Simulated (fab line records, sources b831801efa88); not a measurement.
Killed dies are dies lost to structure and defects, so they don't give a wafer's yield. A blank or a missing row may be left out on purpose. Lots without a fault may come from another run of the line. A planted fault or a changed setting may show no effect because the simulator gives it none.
Tool commonality check | flow gf180mcu | 11 lots, 33 wafers sampled

WHY IT WAS OPENED
At GF_PSD_TW_MEAS_11 the reading PSD_TW is flagged on 2 of 11 lots. Wafers without a fault read 3163, standard deviation 24.
Rule: a lot is flagged when every wafer of it that has a number lies more than 4 standard deviations from that mean, or none has a number. The other lots count as sound.

lot  | measured     | on            | PSD_TW, wafer by wafer | flag
L660 | day 15 11:10 | film_metro-03 | 3166 3173 3151         |
L661 | day 15 16:30 | film_metro-03 | 3157 3147 3148         |
L663 | day 16 10:10 | film_metro-02 | 3133 3138 3120         |
L664 | day 16 18:19 | film_metro-04 | 3197 3180 3177         |
L665 | day 17 01:24 | film_metro-02 | 3144 3131 3126         |
L666 | day 17 08:22 | film_metro-03 | 3193 3163 3163         |
L670 | day 18 20:01 | film_metro-03 | 3181 3169 3187         |
L671 | day 19 03:24 | film_metro-04 | 3395 3403 3408         | FLAGGED
L672 | day 19 11:15 | film_metro-03 | 3369 3398 3375         | FLAGGED
L679 | day 22 00:30 | film_metro-03 | 3166 3161 3158         |
L680 | day 22 08:06 | film_metro-02 | 3148 3137 3148         |
The numbers of the flagged lots are 3391 on average: +228 against the usual, or +10 standard deviations.

WHICH TOOL RAN EACH LOT
The record holds 2 process steps before the reading, out of a route of 602 steps. In each cell: the tool, then ch and the chambers that the sampled wafers went through, then the start.
lot  | flag    | GF_PSD_IMPLANT_09               | GF_PSD_STRIP_10
L660 |         | implanter-03 ch 0, day 15 10:56 | plasma_asher-02 ch 0,1, day 15 11:03
L661 |         | implanter-03 ch 0, day 15 16:15 | plasma_asher-02 ch 0,1, day 15 16:24
L663 |         | implanter-04 ch 0, day 16 09:55 | plasma_asher-03 ch 0,1, day 16 10:04
L664 |         | implanter-02 ch 0, day 16 18:05 | plasma_asher-02 ch 0,1, day 16 18:13
L665 |         | implanter-02 ch 0, day 17 01:09 | plasma_asher-02 ch 0,1, day 17 01:18
L666 |         | implanter-03 ch 0, day 17 08:07 | plasma_asher-01 ch 0,1, day 17 08:15
L670 |         | implanter-03 ch 0, day 18 19:47 | plasma_asher-01 ch 0,1, day 18 19:55
L671 | FLAGGED | implanter-03 ch 0, day 19 03:09 | plasma_asher-02 ch 0,1, day 19 03:18
L672 | FLAGGED | implanter-03 ch 0, day 19 11:00 | plasma_asher-03 ch 0,1, day 19 11:09
L679 |         | implanter-02 ch 0, day 22 00:15 | plasma_asher-03 ch 0,1, day 22 00:24
L680 |         | implanter-04 ch 0, day 22 07:51 | plasma_asher-01 ch 0,1, day 22 08:00
What these steps do:
- GF_PSD_IMPLANT_09
- GF_PSD_STRIP_10: strips in O2/N2.
- GF_PSD_TW_MEAS_11

FLAGGED OVER TOTAL, TOOL BY TOOL (the gauges that took the reading come last)
step              | tool            | lots run | flagged | share of the flagged lots | sound lots run after its first flagged lot
GF_PSD_IMPLANT_09 | implanter-02    | 3        | 0       | none                      | -
GF_PSD_IMPLANT_09 | implanter-03    | 6        | 2       | all                       | 0
GF_PSD_IMPLANT_09 | implanter-04    | 2        | 0       | none                      | -
GF_PSD_STRIP_10   | plasma_asher-01 | 3        | 0       | none                      | -
GF_PSD_STRIP_10   | plasma_asher-02 | 5        | 1       | some                      | 0
GF_PSD_STRIP_10   | plasma_asher-03 | 3        | 1       | some                      | 1 (L679)
GF_PSD_TW_MEAS_11 | film_metro-02   | 3        | 0       | none                      | -
GF_PSD_TW_MEAS_11 | film_metro-03   | 6        | 1       | some                      | 1 (L679)
GF_PSD_TW_MEAS_11 | film_metro-04   | 2        | 1       | some                      | 0

WHAT THE TABLE ALLOWS
1 row of the table ran every flagged lot: implanter-03 at GF_PSD_IMPLANT_09.
- implanter-03 at GF_PSD_IMPLANT_09: 2 of its 6 lots flagged. Its last sound lot is L670 (day 18 19:47), its first flagged lot L671 (day 19 03:09): a fault that began between those two fits. Its own readings lie more than 4 standard deviations out on every wafer of the flagged lots: dose_ions_cm2, faraday_current_uA.
One tool is left: implanter-03 at GF_PSD_IMPLANT_09.

WHAT THE SIMULATOR HAD PUT IN
Process parameter drift: implanter-03, from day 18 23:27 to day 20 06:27, at GF_PSD_IMPLANT_09. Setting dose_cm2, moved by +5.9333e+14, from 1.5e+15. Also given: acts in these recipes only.
Lots struck among those shown: L671, L672. The rule above found the same.
